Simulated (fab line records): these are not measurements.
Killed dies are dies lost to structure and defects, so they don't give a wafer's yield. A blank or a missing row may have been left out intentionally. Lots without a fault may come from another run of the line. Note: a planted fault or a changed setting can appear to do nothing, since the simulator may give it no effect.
Comparing a struck lot with a sound one + flow sky130 + 22 steps out of a route of 708
Sound: wafers L403.1, L403.5, L403.6. Wafers struck: L408.1, L408.4, L408.5. The cause is named last.
For every step that has rows: the tool of each side, followed by ch and its chambers, followed by its first start. Under that, the readings that differ: sound wafers + struck wafers + difference of the means + sigmas: that difference in standard deviations of wafers without a fault.
alike: a reading whose means differ by less than 2 such deviations, as well as words and numbers matching on both sides. not compared: withheld readings; readings where some wafer has no value; bounds like >300 that might hide an equal value; numbers whose values overlap and for which the record gives no deviation.
The two part at a step that has a row with sigmas, a row that says differs or no value, or rows on one side only. Numbers that don't overlap but have no deviation are shown without sigmas and don't part them. A reading missing from all wafers of one side parts the sides only when that side holds two or more wafers.

first, 6 steps without rows for these wafers: SKY_VT_ADJUST_LVTN_HMDS_12 (prime time 60 s); SKY_VT_ADJUST_LVTN_COAT_13 (resist thk 1140 nm); SKY_VT_ADJUST_LVTN_SOFTBAKE_14 (time 60 s); SKY_VT_ADJUST_LVTN_EXPOSE_15 (exposes mask HVN STD DERIVED, target cd 600 nm); SKY_VT_ADJUST_LVTN_PEB_16; SKY_VT_ADJUST_LVTN_DEVELOP_17 (develop time 60 s).
SKY_VT_ADJUST_LVTN_OVL_MEAS_18:
  sound on overlay-01 at day 11 05:37; struck on overlay-01 at day 12 09:40
  alike: VT_ADJUST_LVTN_01_OVL
next, for these wafers, 1 step has no rows: SKY_VT_ADJUST_LVTN_IMPLANT_19.
SKY_VT_ADJUST_LVTN_STRIP_20: strips in O2/N2.
  sound on plasmaAsher-04 ch 0,1, day 11 05:48; struck on plasmaAsher-03 ch 0, day 12 09:51
  alike: drypumpMotorCurrentA, oesProductAu, stripTimeToEndpointS
  not compared: rfHoursCounterH
SKY_VT_ADJUST_LVTN_TW_MEAS_21:
  sound on filmMetro-01 at day 11 05:54; struck on filmMetro-02 at day 12 09:57
| reading             | sound             | struck            | difference | sigmas |
|---------------------|-------------------|-------------------|------------|--------|
| VT_ADJUST_LVTN_2_TW | 187.1 186.9 187.0 | 189.6 190.0 190.1 | +2.9       | +2     |
then, 2 steps without rows for these wafers: SKY_VT_ADJUST_NCORE_DEHYDRATE_00 (time 60 s); SKY_VT_ADJUST_NCORE_HMDS_01 (prime time 60 s).
SKY_VT_ADJUST_NCORE_COAT_02: resist thk 1140 nm.
  sound on lithoTrack-03 ch 0, day 11 17:47; struck on lithoTrack-03 ch 0, day 12 21:56
| reading                                             | sound          | struck         | difference | sigmas |
|-----------------------------------------------------|----------------|----------------|------------|--------|
| model.NOVOLAK_of_VT_ADJUST_NCORE_COAT_02.thkNm (nm) | 1144 1147 1145 | 1186 1185 1189 | +41        |        |
then, 3 steps without rows for these wafers: SKY_VT_ADJUST_NCORE_SOFTBAKE_03 (time 60 s); SKY_VT_ADJUST_NCORE_EXPOSE_04 (exposes mask LVTN COMPLEMENT THIN, target cd 380 nm); SKY_VT_ADJUST_NCORE_PEB_05.
SKY_VT_ADJUST_NCORE_DEVELOP_06: develop time 60 s.
  sound on lithoTrack-01 ch 0, day 12 05:51; struck on lithoTrack-03 ch 0, day 13 10:14
| reading                                             | sound          | struck         | difference | sigmas |
|-----------------------------------------------------|----------------|----------------|------------|--------|
| model.NOVOLAK_of_VT_ADJUST_NCORE_COAT_02.thkNm (nm) | 1143 1147 1144 | 1186 1185 1189 | +42        |        |
SKY_VT_ADJUST_NCORE_CD_MEAS_07: target cd 380 nm.
  sound on cdSem-02 at day 12 06:00; struck on cdSem-02 at day 13 10:23
| reading   | sound             | struck            | difference | sigmas |
|-----------|-------------------|-------------------|------------|--------|
| cdNm (nm) | 380.0 377.1 376.6 | 373.0 370.9 372.2 | -5.9       | -2     |
SKY_VT_ADJUST_NCORE_OVL_MEAS_08:
  sound on overlay-01 at day 12 06:07; struck on overlay-01 at day 13 10:30
  alike: VT_ADJUST_NCORE_OVL
next, for these wafers, 1 step has no rows: SKY_VT_ADJUST_NCORE_IMPLANT_09.
SKY_VT_ADJUST_NCORE_STRIP_10: strips in O2/N2.
  sound on plasmaAsher-03 ch 0,1, day 12 06:18; struck on plasmaAsher-02 ch 0,1, day 13 10:41
| reading                  | sound             | struck            | difference | sigmas |
|--------------------------|-------------------|-------------------|------------|--------|
| stripTimeToEndpointS (s) | 14.22 14.24 14.23 | 14.69 14.67 14.72 | +0.46      | +11    |
  alike: drypumpMotorCurrentA, oesProductAu
  not compared: rfHoursCounterH
SKY_VT_ADJUST_NCORE_TW_MEAS_11:
  sound on filmMetro-03 at day 12 06:24; struck on filmMetro-01 at day 13 10:47
  alike: VT_ADJUST_NCORE_TW

WHERE THEY PART
First at SKY_VT_ADJUST_LVTN_TW_MEAS_21; last, within this record, at SKY_VT_ADJUST_NCORE_STRIP_10. Later steps at which nothing parts them and some readings are alike: SKY_VT_ADJUST_NCORE_TW_MEAS_11.

WHY: what had been put in by the simulator
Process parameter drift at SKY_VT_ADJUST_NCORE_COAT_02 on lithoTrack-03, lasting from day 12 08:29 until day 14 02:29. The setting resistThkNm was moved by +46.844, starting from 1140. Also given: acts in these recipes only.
